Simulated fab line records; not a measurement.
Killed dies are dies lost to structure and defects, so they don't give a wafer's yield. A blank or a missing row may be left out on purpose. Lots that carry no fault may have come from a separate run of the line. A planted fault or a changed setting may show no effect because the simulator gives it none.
Tool commonality check | flow gf180mcu | Lots sampled 12, wafers sampled 36

REASON IT WAS OPENED
2 of 12 lots carry a flag on the reading CONTACT_CVD_00_THK at GF_CONTACT_THK_MEAS_01. Fault-free wafers read 301 nm, with a standard deviation of 3.1.
Rule: a lot gets a flag if all its wafers with a number sit over 4 standard deviations from that mean, or if no wafer of it has a number. As for the other lots, they are considered sound.

lot  | measured     | on            | CONTACT_CVD_00_THK (nm), wafer by wafer | flag
L667 | day 15 17:44 | film-metro-01 | 299 302 299                             |
L668 | day 16 06:46 | film-metro-02 | 298 302 299                             |
L669 | day 16 20:26 | film-metro-01 | 300 299 301                             |
L670 | day 16 22:34 | film-metro-04 | 303 301 303                             |
L673 | day 18 04:09 | film-metro-02 | 297 302 302                             |
L674 | day 18 05:51 | film-metro-01 | 454 455 447                             | FLAGGED
L677 | day 19 10:11 | film-metro-04 | 452 454 448                             | FLAGGED
L681 | day 21 01:07 | film-metro-04 | 299 301 300                             |
L683 | day 21 19:19 | film-metro-02 | 301 303 300                             |
L684 | day 22 03:26 | film-metro-02 | 301 303 302                             |
L685 | day 22 14:44 | film-metro-02 | 305 299 304                             |
L686 | day 23 02:45 | film-metro-01 | 302 305 300                             |
The mean of the flagged lots' numbers is 452 nm, +151 nm from the usual (+49 standard deviations).

LOT BY LOT: THE TOOL USED
The record holds 1 process step before the reading, out of a route of 602 steps. In each cell: the tool, then ch and the chambers that the sampled wafers went through, then the start.
lot  | flag    | GF_CONTACT_CVD_00
L667 |         | hdpcvd-01 ch 0,1, day 15 17:41
L668 |         | hdpcvd-01 ch 1,2, day 16 06:43
L669 |         | hdpcvd-02 ch 0,1, day 16 20:23
L670 |         | hdpcvd-01 ch 0,1,2, day 16 22:31
L673 |         | hdpcvd-01 ch 0,1, day 18 04:07
L674 | FLAGGED | hdpcvd-01 ch 0,1,2, day 18 05:49
L677 | FLAGGED | hdpcvd-01 ch 0,1, day 19 10:08
L681 |         | hdpcvd-02 ch 0,2, day 21 01:03
L683 |         | hdpcvd-02 ch 0,2, day 21 19:16
L684 |         | hdpcvd-02 ch 0,1,2, day 22 03:23
L685 |         | hdpcvd-02 ch 0,2, day 22 14:42
L686 |         | hdpcvd-01 ch 0,2, day 23 02:41
These steps, and what they do:
- GF_CONTACT_CVD_00: deposits SiO2, target thk 300 nm, time 50 s.
- GF_CONTACT_THK_MEAS_01

FLAGGED OVER TOTAL, TOOL BY TOOL (the gauges that took the reading come last)
step                   | tool          | lots run | flagged | share of the flagged lots | sound lots run after its first flagged lot
GF_CONTACT_CVD_00      | hdpcvd-01     | 7        | 2       | all                       | 1 (L686)
GF_CONTACT_CVD_00      | hdpcvd-02     | 5        | 0       | none                      | -
GF_CONTACT_THK_MEAS_01 | film-metro-01 | 4        | 1       | some                      | 1 (L686)
GF_CONTACT_THK_MEAS_01 | film-metro-02 | 5        | 0       | none                      | -
GF_CONTACT_THK_MEAS_01 | film-metro-04 | 3        | 1       | some                      | 1 (L681)

WHAT THE TABLE ALLOWS
1 row of the table ran every flagged lot: hdpcvd-01 at GF_CONTACT_CVD_00.
- hdpcvd-01 at GF_CONTACT_CVD_00: 2 of its 7 lots flagged. Sound lots ran on it after the first flagged one (L686), which a lasting fault on the whole tool wouldn't allow. Its own readings lie more than 4 standard deviations out on every wafer of the flagged lots: sih4-flow-sccm.
There is no row in the table that ran each flagged lot and no sound lot after the first.

WHAT THE SIMULATOR PUT IN
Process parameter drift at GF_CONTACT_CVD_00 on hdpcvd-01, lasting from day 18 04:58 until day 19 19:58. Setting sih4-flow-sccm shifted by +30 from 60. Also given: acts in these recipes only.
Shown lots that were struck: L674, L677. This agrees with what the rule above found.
